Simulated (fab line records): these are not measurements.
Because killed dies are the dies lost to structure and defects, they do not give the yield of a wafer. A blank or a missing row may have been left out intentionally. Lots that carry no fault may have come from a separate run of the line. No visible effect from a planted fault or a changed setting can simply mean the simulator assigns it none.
fab line records	flow sky130
record: lots: 24	wafers: 72	lastDay: 50
route steps=708 shown POLY_CUT@315 CONTACT@424 METAL2@487 CAPM@549 CAP2M@605
lots that met no fault: from a run of the same line without faults
startH: hours from the record's first day to the start of the lot's first wafer shown	waitH: time in hours since the lot's previous step	" identical to the entry in the row above	L1.1+2: several wafers, shown together as one row	- value missing, or start not given	* or withheld: withheld	< > ~ a bound
route shown NAME@n: names a module that has steps shown in the file, with the first one's number in the route	usual: average and standard deviation across the fault-free wafers	same: alike in all rows	chamber/n: place in a boat	sites: per-site readings	_std_site: standard deviation across them	_edge_site: mean of outer sites minus mean of inner sites	radiusMm: how far each site lies from the wafer's centre	mask NAME#n: copy n	behind: the last tool/chamber to shape the wafer	hold: reason for holding the lot/hours on hold/outcome of the hold	device: whichever transistor did not switch (one of n, p or np)	end of line: the tests these same wafers got at the end of their route	where a step has no rows: the recipe by itself	killed: dies lost to structure and defects at the first sort, not the wafer's yield	map: per-die view of a wafer (x killed, . not killed, _ where there is no die)
set.NAME: the run value of the setting; set.NAME@STEP: its run value at that earlier step	model.NAME: the simulator's own value behind a step, which no gauge read
the route's steps for a sample of lots (tables are steps, rows are wafers)
services: the hour from which a tool's chamber was out of use, counted from the record's first day as startH (under 0 if before that day), plus the number of hours and why
== steps ==
step: SKY_POLY_CUT_CD_MEAS_08
recipe: targetCdNm: 270
usual: cdNm: 270.0/1.6
lot.wafer	tool	chamber	startH	waitH	cdNm
L074.1	cdSem-02	-	562.10	-	271.8
L074.5	"	-	"	"	272.2
L074.6	"	-	"	"	273.0
L075.3	cdSem-01	-	567.77	-	270.0
L075.4	"	-	"	"	269.0
L075.5	"	-	"	"	267.9
L076.2	cdSem-02	-	575.52	-	268.5
L076.5	"	-	"	"	267.5
L076.6	"	-	"	"	266.2
L077.1	cdSem-01	-	584.74	-	270.4
L077.2	"	-	"	"	271.6
L077.4	"	-	"	"	269.7
L078.1	cdSem-02	-	596.70	-	269.6
L078.2	"	-	"	"	269.7
L078.4	"	-	"	"	270.8
L079.1	cdSem-01	-	600.63	-	267.7
L079.4	"	-	"	"	268.9
L079.5	"	-	"	"	267.6
L080.1	cdSem-01	-	610.60	-	271.2
L080.2	"	-	"	"	271.0
L080.5	"	-	"	"	270.9
L081.2	cdSem-01	-	624.72	-	267.4
L081.3	"	-	"	"	267.0
L081.5	"	-	"	"	267.7
L082.1	cdSem-01	-	632.15	-	271.4
L082.2	"	-	"	"	272.6
L082.4	"	-	"	"	273.1
L083.1	cdSem-01	-	645.79	-	271.6
L083.4	"	-	"	"	271.6
L083.6	"	-	"	"	270.8
L084.4	cdSem-01	-	646.21	-	270.5
L084.5	"	-	"	"	270.4
L084.6	"	-	"	"	269.0
L085.1	cdSem-01	-	657.64	-	271.0
L085.2	"	-	"	"	269.7
L085.6	"	-	"	"	269.5
L086.2	cdSem-01	-	659.55	-	268.5
L086.4	"	-	"	"	268.8
L086.5	"	-	"	"	269.7
L087.1	cdSem-01	-	664.40	-	268.7
L087.3	"	-	"	"	269.5
L087.4	"	-	"	"	270.1
L088.1	cdSem-01	-	684.88	-	272.0
L088.2	"	-	"	"	272.6
L088.3	"	-	"	"	271.9
L089.3	cdSem-01	-	694.69	-	271.9
L089.5	"	-	"	"	272.6
L089.6	"	-	"	"	273.4
L090.3	cdSem-01	-	695.74	-	268.6
L090.5	"	-	"	"	269.7
L090.6	"	-	"	"	268.7
L091.1	cdSem-01	-	703.60	-	269.9
L091.3	"	-	"	"	267.6
L091.6	"	-	"	"	270.5
L092.3	cdSem-01	-	713.37	-	269.2
L092.5	"	-	"	"	268.5
L092.6	"	-	"	"	268.4
L093.1	cdSem-01	-	716.08	-	270.4
L093.3	"	-	"	"	268.7
L093.4	"	-	"	"	269.8
L094.1	cdSem-01	-	724.35	-	268.7
L094.3	"	-	"	"	270.4
L094.6	"	-	"	"	270.5
L095.1	cdSem-01	-	730.88	-	269.9
L095.4	"	-	"	"	270.8
L095.5	"	-	"	"	269.1
L096.2	cdSem-01	-	736.74	-	270.4
L096.3	"	-	"	"	269.2
L096.6	"	-	"	"	270.6
L097.3	cdSem-01	-	740.14	-	271.3
L097.4	"	-	"	"	270.7
L097.6	"	-	"	"	271.0
step: SKY_CONTACT_ETCH_18
recipe: target: Si3N4	chemistry: CHF3/O2	stopOn: TiN	sourceW: 600	biasW: 200	pressureMtorr: 40	chf3FlowSccm: 50	O2_flow_sccm: 5	timeS: 39	targetDepthA: 750
usual: drypumpMotorCurrentA: 5.6/0.49	oesProductAu: 0.853/0.0081	throttleValvePct: 8.793/0.009
lot.wafer	tool	chamber	startH	waitH	drypumpMotorCurrentA	oesProductAu	rfHoursCounterH	throttleValvePct
L074.1	rieDiel-02	0	-	-	5.0	0.849	9	8.783
L074.5	"	2	"	"	5.6	0.853	-	8.785
L074.6	"	3	"	"	6.5	0.864	-	8.797
L075.3	rieDiel-03	1	-	-	5.6	0.850	21	8.781
L075.4	"	3	"	"	5.8	0.859	18	8.803
L075.5	"	2	"	"	4.6	0.857	-	8.792
L076.2	rieDiel-03	2	-	-	4.6	0.843	16	8.778
L076.5	"	2	"	"	4.6	0.853	-	8.788
L076.6	"	1	"	"	5.6	0.863	-	8.792
L077.1	rieDiel-02	0	-	-	5.1	0.855	9	8.803
L077.2	"	2	"	"	5.6	0.843	27	8.790
L077.4	"	2	"	"	5.6	0.861	-	8.795
L078.1	rieDiel-01	1	-	-	5.7	0.854	7	8.794
L078.2	"	0	"	"	6.0	0.861	20	8.797
L078.4	"	2	"	"	5.9	0.860	3	8.798
L079.1	rieDiel-03	0	-	-	5.9	0.847	24	8.798
L079.4	"	3	"	"	5.8	0.853	19	8.784
L079.5	"	1	"	"	5.6	0.863	-	8.796
L080.1	rieDiel-01	0	-	-	6.0	0.865	20	8.782
L080.2	"	1	"	"	5.7	0.857	7	8.812
L080.5	"	3	"	"	5.5	0.859	-	8.790
L081.2	rieDiel-03	2	-	-	4.6	0.852	17	8.786
L081.3	"	1	"	"	5.6	0.860	23	8.807
L081.5	"	2	"	"	4.6	0.849	-	8.795
L082.1	rieDiel-01	1	-	-	5.7	0.855	8	8.796
L082.2	"	0	"	"	6.0	0.847	21	8.798
L082.4	"	2	"	"	5.9	0.871	4	8.799
L083.1	rieDiel-03	2	-	-	4.6	0.841	18	8.800
L083.4	"	1	"	"	5.6	0.864	23	8.792
L083.6	"	0	"	"	5.9	0.858	-	8.810
L084.4	rieDiel-02	0	-	-	5.0	0.851	11	8.788
L084.5	"	1	"	"	5.1	0.862	-	8.774
L084.6	"	2	"	"	5.5	0.852	-	8.782
L085.1	rieDiel-02	0	-	-	5.1	0.854	11	8.795
L085.2	"	1	"	"	5.1	0.840	2	8.788
L085.6	"	0	"	"	5.0	0.858	-	8.804
L086.2	rieDiel-03	0	-	-	5.9	0.846	26	8.787
L086.4	"	1	"	"	5.6	0.865	24	8.806
L086.5	"	2	"	"	4.6	0.859	-	8.792
L087.1	rieDiel-02	1	-	-	5.1	0.854	2	8.792
L087.3	"	0	"	"	5.1	0.861	11	8.794
L087.4	"	2	"	"	5.5	0.861	29	8.794
L088.1	rieDiel-03	3	-	-	5.8	0.843	21	8.791
L088.2	"	0	"	"	5.9	0.854	26	8.790
L088.3	"	2	"	"	4.6	0.848	19	8.792
L089.3	rieDiel-02	0	-	-	5.0	0.849	13	8.780
L089.5	"	3	"	"	6.5	0.850	-	8.794
L089.6	"	0	"	"	5.0	0.861	-	8.793
L090.3	rieDiel-01	2	-	-	5.9	0.841	6	8.775
L090.5	"	2	"	"	5.9	0.849	-	8.791
L090.6	"	1	"	"	5.7	0.845	-	8.800
L091.1	rieDiel-01	2	-	-	5.9	0.862	6	8.817
L091.3	"	3	"	"	5.5	0.852	14	8.794
L091.6	"	3	"	"	5.5	0.871	-	8.810
L092.3	rieDiel-01	3	-	-	5.6	0.853	15	8.792
L092.5	"	2	"	"	5.9	0.853	-	8.800
L092.6	"	3	"	"	5.6	0.840	-	8.796
L093.1	rieDiel-02	1	-	-	5.1	0.848	4	8.800
L093.3	"	3	"	"	6.5	0.852	9	8.789
L093.4	"	0	"	"	5.1	0.853	13	8.812
L094.1	rieDiel-01	2	-	-	5.9	0.849	7	8.808
L094.3	"	3	"	"	5.6	0.846	15	8.787
L094.6	"	3	"	"	5.6	0.856	-	8.799
L095.1	rieDiel-01	1	-	-	5.7	0.849	11	8.786
L095.4	"	3	"	"	5.6	0.864	15	8.793
L095.5	"	0	"	"	6.0	0.846	-	8.786
L096.2	rieDiel-03	3	-	-	5.8	0.859	23	8.806
L096.3	"	0	"	"	5.9	0.846	28	8.783
L096.6	"	1	"	"	5.6	0.857	-	8.799
L097.3	rieDiel-03	2	-	-	4.6	0.850	21	8.799
L097.4	"	0	"	"	5.9	0.852	28	8.803
L097.6	"	0	"	"	5.9	0.845	-	8.786
step: SKY_CONTACT_RS_MEAS_25
recipe: thkMeasGauge: four-point-probe	reads: W_of_CONTACT_CVD_24+TiN_of_CONTACT_SPUTTER_23
usual: CONTACT_W_RS: 0.341/0.0033
lot.wafer	tool	chamber	startH	waitH	CONTACT_W_RS[ohm/sq]
L074.1	filmMetro-03	-	739.47	0.1	0.338
L074.5	"	-	"	"	0.330
L074.6	"	-	"	"	0.333
L075.3	filmMetro-03	-	746.11	0.1	0.342
L075.4	"	-	"	"	0.341
L075.5	"	-	"	"	0.345
L076.2	filmMetro-01	-	753.32	0.1	0.341
L076.5	"	-	"	"	0.340
L076.6	"	-	"	"	0.340
L077.1	filmMetro-03	-	758.20	0.1	0.338
L077.2	"	-	"	"	0.342
L077.4	"	-	"	"	0.342
L078.1	filmMetro-01	-	770.01	0.1	0.341
L078.2	"	-	"	"	0.338
L078.4	"	-	"	"	0.340
L079.1	filmMetro-03	-	775.80	0.1	0.340
L079.4	"	-	"	"	0.336
L079.5	"	-	"	"	0.339
L080.1	filmMetro-04	-	784.15	0.1	0.336
L080.2	"	-	"	"	0.333
L080.5	"	-	"	"	0.333
L081.2	filmMetro-01	-	795.87	0.1	0.340
L081.3	"	-	"	"	0.341
L081.5	"	-	"	"	0.342
L082.1	filmMetro-01	-	804.35	0.1	0.344
L082.2	"	-	"	"	0.342
L082.4	"	-	"	"	0.342
L083.1	filmMetro-01	-	815.93	0.1	0.340
L083.4	"	-	"	"	0.339
L083.6	"	-	"	"	0.338
L084.4	filmMetro-04	-	816.94	0.1	0.342
L084.5	"	-	"	"	0.340
L084.6	"	-	"	"	0.339
L085.1	filmMetro-04	-	825.04	0.1	0.344
L085.2	"	-	"	"	0.343
L085.6	"	-	"	"	0.343
L086.2	filmMetro-04	-	828.79	0.1	0.346
L086.4	"	-	"	"	0.335
L086.5	"	-	"	"	0.340
L087.1	filmMetro-04	-	834.21	0.1	0.349
L087.3	"	-	"	"	0.342
L087.4	"	-	"	"	0.345
L088.1	filmMetro-01	-	851.77	0.1	0.338
L088.2	"	-	"	"	0.343
L088.3	"	-	"	"	0.338
L089.3	filmMetro-03	-	863.05	0.1	0.345
L089.5	"	-	"	"	0.345
L089.6	"	-	"	"	0.341
L090.3	filmMetro-04	-	863.74	0.1	0.340
L090.5	"	-	"	"	0.341
L090.6	"	-	"	"	0.341
L091.1	filmMetro-03	-	871.58	0.1	0.341
L091.3	"	-	"	"	0.339
L091.6	"	-	"	"	0.343
L092.3	filmMetro-03	-	878.49	0.1	0.349
L092.5	"	-	"	"	0.343
L092.6	"	-	"	"	0.340
L093.1	filmMetro-01	-	881.66	0.1	0.345
L093.3	"	-	"	"	0.340
L093.4	"	-	"	"	0.340
L094.1	filmMetro-01	-	891.90	0.1	0.347
L094.3	"	-	"	"	0.344
L094.6	"	-	"	"	0.343
L095.1	filmMetro-03	-	893.06	0.1	0.341
L095.4	"	-	"	"	0.342
L095.5	"	-	"	"	0.342
L096.2	filmMetro-01	-	900.37	0.1	0.344
L096.3	"	-	"	"	0.340
L096.6	"	-	"	"	0.340
L097.3	filmMetro-03	-	902.55	0.1	0.338
L097.4	"	-	"	"	0.337
L097.6	"	-	"	"	0.345
step: SKY_METAL2_SPUTTER_04
recipe: material: TiN	targetThkNm: 70	powerW: 6500	timeS: 58.3	chamberPressurePa: 0.4
usual: throttleValvePct: 30.7/1.2
lot.wafer	tool	chamber	startH	waitH	throttleValvePct
L074.1	pvdSputter-04	-	797.08	0.0	30.7
L074.5	"	-	"	"	30.9
L074.6	"	-	"	"	31.1
L075.3	pvdSputter-03	-	803.76	0.0	33.0
L075.4	"	-	"	"	29.5
L075.5	"	-	"	"	33.1
L076.2	pvdSputter-01	-	810.32	0.0	32.0
L076.5	"	-	"	"	29.6
L076.6	"	-	"	"	32.1
L077.1	pvdSputter-03	-	815.56	0.0	33.2
L077.2	"	-	"	"	29.9
L077.4	"	-	"	"	31.2
L078.1	pvdSputter-01	-	826.50	0.0	29.8
L078.2	"	-	"	"	32.1
L078.4	"	-	"	"	29.7
L079.1	pvdSputter-03	-	832.99	0.0	33.1
L079.4	"	-	"	"	29.5
L079.5	"	-	"	"	33.0
L080.1	pvdSputter-03	-	840.63	0.0	29.9
L080.2	"	-	"	"	33.0
L080.5	"	-	"	"	29.6
L081.2	pvdSputter-04	-	852.00	0.0	31.0
L081.3	"	-	"	"	30.1
L081.5	"	-	"	"	31.2
L082.1	pvdSputter-03	-	860.50	0.0	29.5
L082.2	"	-	"	"	29.5
L082.4	"	-	"	"	33.5
L083.1	pvdSputter-01	-	872.69	0.0	30.0
L083.4	"	-	"	"	29.8
L083.6	"	-	"	"	29.9
L084.4	pvdSputter-03	-	873.08	0.0	29.6
L084.5	"	-	"	"	31.0
L084.6	"	-	"	"	32.8
L085.1	pvdSputter-04	-	880.20	0.0	30.5
L085.2	"	-	"	"	31.1
L085.6	"	-	"	"	30.7
L086.2	pvdSputter-04	-	884.17	0.0	30.5
L086.4	"	-	"	"	31.1
L086.5	"	-	"	"	30.1
L087.1	pvdSputter-03	-	889.71	0.0	29.7
L087.3	"	-	"	"	31.0
L087.4	"	-	"	"	32.9
L088.1	pvdSputter-03	-	908.01	0.0	29.7
L088.2	"	-	"	"	31.1
L088.3	"	-	"	"	33.0
L089.3	pvdSputter-03	-	918.62	0.0	33.1
L089.5	"	-	"	"	31.2
L089.6	"	-	"	"	32.9
L090.3	pvdSputter-04	-	919.16	0.0	29.1
L090.5	"	-	"	"	30.5
L090.6	"	-	"	"	29.2
L091.1	pvdSputter-04	-	925.31	0.0	30.4
L091.3	"	-	"	"	30.9
L091.6	"	-	"	"	29.1
L092.3	pvdSputter-03	-	931.11	0.0	29.4
L092.5	"	-	"	"	33.3
L092.6	"	-	"	"	31.2
L093.1	pvdSputter-04	-	935.71	0.0	29.1
L093.3	"	-	"	"	30.4
L093.4	"	-	"	"	31.2
L094.1	pvdSputter-04	-	945.36	0.0	30.2
L094.3	"	-	"	"	29.3
L094.6	"	-	"	"	31.0
L095.1	pvdSputter-03	-	946.24	0.0	33.3
L095.4	"	-	"	"	29.6
L095.5	"	-	"	"	29.8
L096.2	pvdSputter-04	-	953.76	0.0	30.7
L096.3	"	-	"	"	29.4
L096.6	"	-	"	"	29.2
L097.3	pvdSputter-03	-	956.29	0.0	33.2
L097.4	"	-	"	"	30.9
L097.6	"	-	"	"	29.5
step: SKY_CAPM_OVL_MEAS_12
usual: CAPM_OVL: -1.7/1.6
lot.wafer	tool	chamber	startH	waitH	CAPM_OVL[nm]
L074.1	overlay-01	-	879.55	0.1	0.0
L074.5	"	-	"	"	-1.5
L074.6	"	-	"	"	-0.4
L075.3	overlay-01	-	884.87	0.1	0.4
L075.4	"	-	"	"	-1.4
L075.5	"	-	"	"	-1.9
L076.2	overlay-02	-	892.59	0.1	0.0
L076.5	"	-	"	"	-1.3
L076.6	"	-	"	"	-1.3
L077.1	overlay-02	-	896.95	0.1	-3.7
L077.2	"	-	"	"	-3.3
L077.4	"	-	"	"	-2.0
L078.1	overlay-02	-	907.75	0.1	-1.0
L078.2	"	-	"	"	-1.3
L078.4	"	-	"	"	-1.9
L079.1	overlay-02	-	913.13	0.1	-4.4
L079.4	"	-	"	"	-3.3
L079.5	"	-	"	"	-4.7
L080.1	overlay-02	-	920.88	0.1	0.1
L080.2	"	-	"	"	-0.3
L080.5	"	-	"	"	-0.1
L081.2	overlay-02	-	930.50	0.1	-2.5
L081.3	"	-	"	"	-2.4
L081.5	"	-	"	"	-2.1
L082.1	overlay-01	-	939.55	0.1	-1.5
L082.2	"	-	"	"	-4.5
L082.4	"	-	"	"	-2.7
L083.1	overlay-01	-	951.86	0.1	-3.9
L083.4	"	-	"	"	-4.8
L083.6	"	-	"	"	-3.9
L084.4	overlay-01	-	952.62	0.1	-0.4
L084.5	"	-	"	"	-0.4
L084.6	"	-	"	"	1.0
L085.1	overlay-01	-	958.61	0.1	-2.1
L085.2	"	-	"	"	-1.4
L085.6	"	-	"	"	0.2
L086.2	overlay-01	-	962.14	0.1	-1.9
L086.4	"	-	"	"	-1.8
L086.5	"	-	"	"	-1.1
L087.1	overlay-01	-	967.76	0.1	-3.1
L087.3	"	-	"	"	-3.4
L087.4	"	-	"	"	-1.5
L088.1	overlay-01	-	984.20	0.1	-2.3
L088.2	"	-	"	"	-3.4
L088.3	"	-	"	"	-2.4
L089.3	overlay-02	-	993.88	0.1	-4.9
L089.5	"	-	"	"	-3.5
L089.6	"	-	"	"	-5.5
L090.3	overlay-02	-	995.43	0.1	-4.7
L090.5	"	-	"	"	-2.9
L090.6	"	-	"	"	-1.9
L091.1	overlay-01	-	999.60	0.1	0.3
L091.3	"	-	"	"	-0.7
L091.6	"	-	"	"	0.5
L092.3	overlay-01	-	1005.84	0.1	-2.6
L092.5	"	-	"	"	-2.9
L092.6	"	-	"	"	-2.6
L093.1	overlay-02	-	1010.25	0.1	0.1
L093.3	"	-	"	"	-1.3
L093.4	"	-	"	"	-0.1
L094.1	overlay-01	-	1018.90	0.1	0.4
L094.3	"	-	"	"	0.5
L094.6	"	-	"	"	-0.6
L095.1	overlay-01	-	1020.50	0.1	0.9
L095.4	"	-	"	"	-0.4
L095.5	"	-	"	"	0.0
L096.2	overlay-02	-	1027.54	0.1	-3.2
L096.3	"	-	"	"	-2.4
L096.6	"	-	"	"	-2.0
L097.3	overlay-02	-	1028.03	0.1	-0.3
L097.4	"	-	"	"	0.0
L097.6	"	-	"	"	-0.1
step: SKY_CAP2M_SPUTTER_02
recipe: material: TiN	targetThkNm: 200	tempC: 300	powerW: 6500	timeS: 166.7	chamberPressurePa: 0.4
usual: throttleValvePct: 30.5/1
lot.wafer	tool	chamber	startH	waitH	throttleValvePct
L074.1	pvdSputter-04	-	933.33	0.1	30.6
L074.5	"	-	"	"	30.1
L074.6	"	-	"	"	31.1
L075.3	pvdSputter-04	-	938.35	0.0	30.8
L075.4	"	-	"	"	31.0
L075.5	"	-	"	"	31.1
L076.2	pvdSputter-04	-	946.60	0.0	30.3
L076.5	"	-	"	"	30.7
L076.6	"	-	"	"	29.3
L077.1	pvdSputter-04	-	950.67	0.1	31.2
L077.2	"	-	"	"	30.7
L077.4	"	-	"	"	29.1
L078.1	pvdSputter-04	-	961.45	0.1	29.2
L078.2	"	-	"	"	30.4
L078.4	"	-	"	"	30.4
L079.1	pvdSputter-02	-	966.55	0.1	30.3
L079.4	"	-	"	"	29.6
L079.5	"	-	"	"	30.2
L080.1	pvdSputter-04	-	973.79	0.1	30.5
L080.2	"	-	"	"	30.6
L080.5	"	-	"	"	30.6
L081.2	pvdSputter-03	-	982.81	0.0	31.3
L081.3	"	-	"	"	33.1
L081.5	"	-	"	"	29.7
L082.1	pvdSputter-02	-	991.22	0.1	32.0
L082.2	"	-	"	"	31.6
L082.4	"	-	"	"	30.1
L083.1	pvdSputter-03	-	1003.98	0.1	29.6
L083.4	"	-	"	"	31.2
L083.6	"	-	"	"	29.5
L084.4	pvdSputter-02	-	1006.05	0.0	31.4
L084.5	"	-	"	"	31.3
L084.6	"	-	"	"	30.1
L085.1	pvdSputter-03	-	1009.82	0.1	29.6
L085.2	"	-	"	"	32.8
L085.6	"	-	"	"	29.6
L086.2	pvdSputter-02	-	1013.18	0.0	31.5
L086.4	"	-	"	"	29.6
L086.5	"	-	"	"	32.2
L087.1	pvdSputter-04	-	1018.59	0.1	29.2
L087.3	"	-	"	"	30.4
L087.4	"	-	"	"	30.7
L088.1	pvdSputter-04	-	1033.29	0.1	30.4
L088.2	"	-	"	"	30.7
L088.3	"	-	"	"	29.2
L089.3	pvdSputter-04	-	1042.90	0.0	28.9
L089.5	"	-	"	"	31.0
L089.6	"	-	"	"	30.5
L090.3	pvdSputter-04	-	1045.01	0.0	30.2
L090.5	"	-	"	"	30.2
L090.6	"	-	"	"	29.3
L091.1	pvdSputter-03	-	1048.42	0.1	31.0
L091.3	"	-	"	"	29.6
L091.6	"	-	"	"	33.1
L092.3	pvdSputter-04	-	1055.55	0.0	29.2
L092.5	"	-	"	"	31.0
L092.6	"	-	"	"	30.8
L093.1	pvdSputter-03	-	1059.95	0.1	30.9
L093.3	"	-	"	"	29.7
L093.4	"	-	"	"	29.5
L094.1	pvdSputter-04	-	1068.06	0.1	30.6
L094.3	"	-	"	"	29.1
L094.6	"	-	"	"	30.6
L095.1	pvdSputter-04	-	1068.70	0.1	29.5
L095.4	"	-	"	"	30.8
L095.5	"	-	"	"	30.9
L096.2	pvdSputter-04	-	1075.11	0.0	30.4
L096.3	"	-	"	"	30.5
L096.6	"	-	"	"	31.0
L097.3	pvdSputter-03	-	1076.44	0.0	29.6
L097.4	"	-	"	"	31.1
L097.6	"	-	"	"	29.6
== services ==
tool	chamber	startH	hours	kind
pvdSputter-03	-	740.79	2.5	repair
rieDiel-02	-	772.54	2.8	pm
pvdSputter-03	-	775.04	1.3	repair
rieDiel-02	3	778.03	3.1	repair
rieDiel-01	1	810.01	7.8	repair
rieDiel-01	1	827.06	4.0	repair
pvdSputter-03	-	879.64	4.4	repair
pvdSputter-03	-	883.67	0.6	repair
rieDiel-03	3	934.45	3.5	repair
rieDiel-01	3	940.18	12.8	repair
rieDiel-01	0	940.48	4.9	repair
rieDiel-03	-	978.99	2.0	repair
pvdSputter-04	-	983.36	7.5	repair
rieDiel-03	-	984.03	2.1	repair
rieDiel-01	3	991.90	7.3	repair
pvdSputter-03	-	993.22	1.9	repair
rieDiel-03	3	1002.94	18.6	repair
rieDiel-03	2	1013.79	1.8	repair
rieDiel-02	1	1014.75	3.0	repair
pvdSputter-04	-	1020.97	0.5	repair
rieDiel-03	2	1025.93	4.0	repair
rieDiel-03	0	1037.84	11.7	repair
rieDiel-01	1	1038.67	1.5	repair
rieDiel-01	2	1072.74	3.2	repair
== key ==
fault none
